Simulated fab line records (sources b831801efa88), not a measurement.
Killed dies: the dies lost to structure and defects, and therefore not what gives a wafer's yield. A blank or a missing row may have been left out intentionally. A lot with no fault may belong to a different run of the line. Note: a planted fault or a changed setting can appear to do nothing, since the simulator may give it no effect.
Matching of chambers || flow gf180mcu || GF_STI_ETCH_13 on rieDiel-03: 4 sister chambers
The step etches the open film in CHF3/O2, stops on Si, target depth 282.31 nm, time 112.9 s. 4 wafers are shown with their chamber, then 7 later ones without.

== WAFERS, EACH WITH ITS CHAMBER ==
{"wafer": "L871.1", "chamber": 1, "drypumpMotorCurrentA (A)": 5.8}
{"wafer": "L871.5", "chamber": 2, "drypumpMotorCurrentA (A)": 5.8}
{"wafer": "L872.1", "chamber": 3, "drypumpMotorCurrentA (A)": 5.4}
{"wafer": "L872.4", "chamber": 0, "drypumpMotorCurrentA (A)": 6.5}

== WAFERS MISSING THEIR CHAMBER ==
{"wafer": "L872.5", "drypumpMotorCurrentA (A)": 5.7}
{"wafer": "L875.2", "drypumpMotorCurrentA (A)": 5.5}
{"wafer": "L875.4", "drypumpMotorCurrentA (A)": 5.5}
{"wafer": "L875.5", "drypumpMotorCurrentA (A)": 5.8}
{"wafer": "L881.2", "drypumpMotorCurrentA (A)": 5.7}
{"wafer": "L881.3", "drypumpMotorCurrentA (A)": 5.7}
{"wafer": "L881.4", "drypumpMotorCurrentA (A)": 6.5}

== THE CHAMBER EACH PASSED THROUGH ==
{"wafer": "L872.5", "from the rows above": "can't be placed: 1 or 2", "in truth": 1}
{"wafer": "L875.2", "from the rows above": 3, "in truth": 3}
{"wafer": "L875.4", "from the rows above": 3, "in truth": 3}
{"wafer": "L875.5", "from the rows above": "can't be placed: 1 or 2", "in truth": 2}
{"wafer": "L881.2", "from the rows above": "can't be placed: 1 or 2", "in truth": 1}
{"wafer": "L881.3", "from the rows above": "can't be placed: 1 or 2", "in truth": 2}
{"wafer": "L881.4", "from the rows above": 0, "in truth": 0}
Placed correctly: 3 of 7. Cannot be placed on the basis of these rows: 4; the candidates contain the true chamber in 4. Number placed wrongly: 0.
How it was worked out, from the rows above alone: a wafer's distance from a chamber is the root of the sum, over the readings, of the square of ((its reading less the chamber's mean) divided by the reading's scatter). The wafer belongs to the nearest chamber; if the next one is less than 2 further off, it can't be placed. Each chamber's mean is taken over the wafers shown for it. The scatter: with one shown wafer a chamber, the root of the mean of the squares of how far each hidden wafer lies from its nearest shown one.
